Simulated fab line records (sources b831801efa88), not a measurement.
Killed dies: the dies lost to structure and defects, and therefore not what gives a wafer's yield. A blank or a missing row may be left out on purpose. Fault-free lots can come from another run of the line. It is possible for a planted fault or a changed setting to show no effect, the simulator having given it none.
A lot that was struck, set against a sound lot	flow gf180mcu	20 steps out of a route of 602
Sound: wafers L334.1, L334.3, L334.4. The struck wafers were L340.1, L340.2, L340.4. The cause is given at the end.
Order at every step that has rows: each side's tool, ch and its chambers, its first start. Under that, the readings that differ: sound wafers	struck wafers	difference of the means	sigmas: that difference in standard deviations of wafers without a fault.
alike: same words and numbers on both sides, and readings whose means sit less than 2 such deviations apart. not compared: any withheld reading, any reading some wafer has no value for, any bound like >300 that may hide the same value, and any number with overlapping values for which the record gives no deviation.
Wherever a step has rows on one side only, a row that says differs or no value, or a row with sigmas, the two part there. Numbers that don't overlap but have no deviation are shown without sigmas and don't part them. A reading missing from all wafers of one side parts the sides only when that side holds two or more wafers.

first, 1 step without rows for these wafers: GF_V3_CVD_00 (deposits SiO2, target thk 600 nm, time 100 s).
GF_V3_THK_MEAS_01:
  sound on film_metro-03, day 24 06:44; struck on film_metro-04, day 26 07:19
  alike: V3_CVD_00_THK
GF_V3_CVD_02: deposits SiO2 from TEOS, target thk 850 nm, time 94.851 s.
  sound on pecvd-03 ch 0,2, day 24 06:47; struck on pecvd-02 ch 1,2, day 26 07:23
  alike: heater_power_w
GF_V3_THK_MEAS_03:
  sound on film_metro-04, day 24 06:52; struck on film_metro-04, day 26 07:27
  alike: V3_CVD_02_THK
GF_V3_CMP_04: polishes SiO2.
  sound on cmp-01 ch 1,2,3, day 24 06:55; struck on cmp-02 ch 0,1,2, day 26 07:31
  alike: motor_current_A, time_to_endpoint_s
GF_V3_BOW_MEAS_05:
  sound on film_metro-03, day 24 07:13; struck on film_metro-03, day 26 07:49
  alike: V3_BOW
then, 6 steps without rows for these wafers: GF_V3_DEHYDRATE_06 (time 60 s); GF_V3_HMDS_07 (prime time 60 s); GF_V3_COAT_08; GF_V3_COAT_09 (resist thk 1000 nm); GF_V3_SOFTBAKE_10 (time 60 s); GF_V3_EXPOSE_11 (exposes mask Via3, target cd 260 nm).
GF_V3_PEB_12: peb time 90 s.
  sound on litho_track-04 ch 0, day 25 04:56; struck on litho_track-03 ch 0, day 27 04:04
reading	sound	struck	difference	sigmas
heater_power_total_W (W)	85.64 85.76 85.77	86.14 86.29 86.33	+0.53	+6
plate_temp_C (C)	135.08 135.08 134.89	135.69 135.57 135.79	+0.67	+5
then, 1 step without rows for these wafers: GF_V3_DEVELOP_13 (develop time 60 s).
GF_V3_CD_MEAS_14: target cd 260 nm.
  sound on cd_sem-02, day 25 05:17; struck on cd_sem-01, day 27 04:29
  alike: cd_nm
GF_V3_OVL_MEAS_15:
  sound on overlay-01, day 25 05:24; struck on overlay-02, day 27 04:37
reading	sound	struck	difference	sigmas
V3_OVL (nm)	9 13 10	-7 -14 -14	-22	-3
GF_V3_ETCH_16: etches BARC in N2/H2.
  sound on rie_diel-04 ch 0,1,2, day 25 05:26; struck on rie_diel-04 ch 1,2,3, day 27 04:38
  alike: drypump_motor_current_A, oes_product_au, throttle_valve_pct
  not compared: model.V3.cd_nm
GF_V3_ETCH_17: etches SiO2 in C4F8/O2/Ar, stops on TiN, target depth 635 nm.
  sound: rie_diel-04 ch 0,1,2; struck: rie_diel-04 ch 1,2,3
reading	sound	struck	difference	sigmas
model.V3.cd_nm (nm)	260.2 260.3 259.4	261 261.3 262.5	+2	
  alike: oes_product_au
GF_V3_STRIP_18: strips in O2/N2.
  sound on plasma_asher-03 ch 0,1, day 25 05:34; struck on plasma_asher-03 ch 0,1, day 27 04:46
  alike: drypump_motor_current_A, heater_power_w, oes_product_au
  not compared: rf_hours_counter_h
-- the record jumps here: 6 days lie between the struck wafers' starts before and after (it left off in module V3 and takes up again in module PASSIVATION, whose first step shown is number 602 of the route) --
GF_PASSIVATION_PROBE_99:
  rows exist in the record for the struck wafers here (prober-02, day 33 00:10), but not for the sound ones

WHERE THEY PART
At GF_V3_PEB_12 first; at GF_PASSIVATION_PROBE_99 last (within this record only).

WHY: whatever the simulator had introduced
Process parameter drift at GF_V3_PEB_12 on litho_track-03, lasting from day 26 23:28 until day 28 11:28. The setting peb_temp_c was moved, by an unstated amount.
